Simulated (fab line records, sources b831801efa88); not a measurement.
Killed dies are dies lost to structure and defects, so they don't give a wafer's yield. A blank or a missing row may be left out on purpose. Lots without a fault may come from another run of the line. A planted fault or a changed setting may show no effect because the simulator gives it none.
Chamber matching | flow sky130 | SKY_VIA1_ETCH_14 on rie_diel-03: 4 sister chambers
The step etches BARC in N2/H2, stops on SiO2, time 45.9 s, target depth 60 nm. 18 wafers are shown with their chamber, then 9 later ones without.

WAFERS WITH THEIR CHAMBER
wafer  | chamber | drypump_motor_current_A (A) | oes_product_au (a.u.) | throttle_valve_pct (%)
L074.2 | 0       | 4.6                         | 0.854                 | 13.237
L074.4 | 1       | 5.0                         | 0.866                 | 13.216
L074.6 | 0       | 4.6                         | 0.849                 | 13.234
L075.1 | 1       | 5.0                         | 0.856                 | 13.229
L075.2 | 0       | 4.6                         | 0.851                 | 13.238
L075.4 | 2       | 6.0                         | 0.861                 | 13.224
L082.1 | 3       | 5.9                         | 0.854                 | 13.218
L082.4 | 1       | 5.0                         | 0.862                 | 13.232
L082.6 | 3       | 5.9                         | 0.851                 | 13.203
L085.2 | 2       | 5.9                         | 0.856                 | 13.222
L085.5 | 0       | 4.6                         | 0.855                 | 13.233
L085.6 | 3       | 5.8                         | 0.851                 | 13.231
L088.1 | 0       | 4.6                         | 0.855                 | 13.223
L088.3 | 2       | 6.0                         | 0.858                 | 13.237
L088.4 | 1       | 5.0                         | 0.859                 | 13.218
L090.1 | 2       | 6.0                         | 0.858                 | 13.227
L090.4 | 3       | 5.8                         | 0.859                 | 13.216
L090.6 | 2       | 6.0                         | 0.857                 | 13.220

SIGNATURES (means of the wafers above)
reading                 | chamber 0 | chamber 1 | chamber 2 | chamber 3 | scatter within a chamber
drypump_motor_current_A | 4.600     | 5.000     | 5.980     | 5.850     | 0.0359
oes_product_au          | 0.85280   | 0.86075   | 0.85800   | 0.85375   | 0.00317
throttle_valve_pct      | 13.23300  | 13.22375  | 13.22600  | 13.21700  | 0.00803
Rule: a wafer's distance from a chamber is the root of the sum, over the readings, of the square of ((its reading less the chamber's mean) divided by the reading's scatter). The wafer belongs to the nearest chamber; if the next one is less than 2 further off, it can't be placed. The scatter: the root of (the sum of the squares of (reading less its chamber's mean) over the shown wafers, divided by (wafers less chambers)).

WAFERS WITHOUT THEIR CHAMBER
wafer  | drypump_motor_current_A (A) | oes_product_au (a.u.) | throttle_valve_pct (%)
L092.1 | 5.0                         | 0.861                 | 13.224
L092.3 | 5.8                         | 0.857                 | 13.229
L092.4 | 6.0                         | 0.851                 | 13.210
L095.1 | 6.0                         | 0.854                 | 13.225
L095.2 | 5.8                         | 0.859                 | 13.217
L095.5 | 5.8                         | 0.855                 | 13.232
L097.2 | 5.0                         | 0.860                 | 13.218
L097.4 | 4.6                         | 0.849                 | 13.220
L097.6 | 4.6                         | 0.862                 | 13.227

WHICH CHAMBER EACH WENT THROUGH
wafer  | from the rows above     | in truth
L092.1 | 1                       | 1
L092.3 | 3                       | 3
L092.4 | can't be placed: 2 or 3 | 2
L095.1 | 2                       | 2
L095.2 | 3                       | 3
L095.5 | 3                       | 3
L097.2 | 1                       | 1
L097.4 | 0                       | 0
L097.6 | 0                       | 0
Placed correctly: 8 of 9. Can't be placed from these rows: 1 (the true chamber is among the candidates in 1). Placed wrongly: 0.
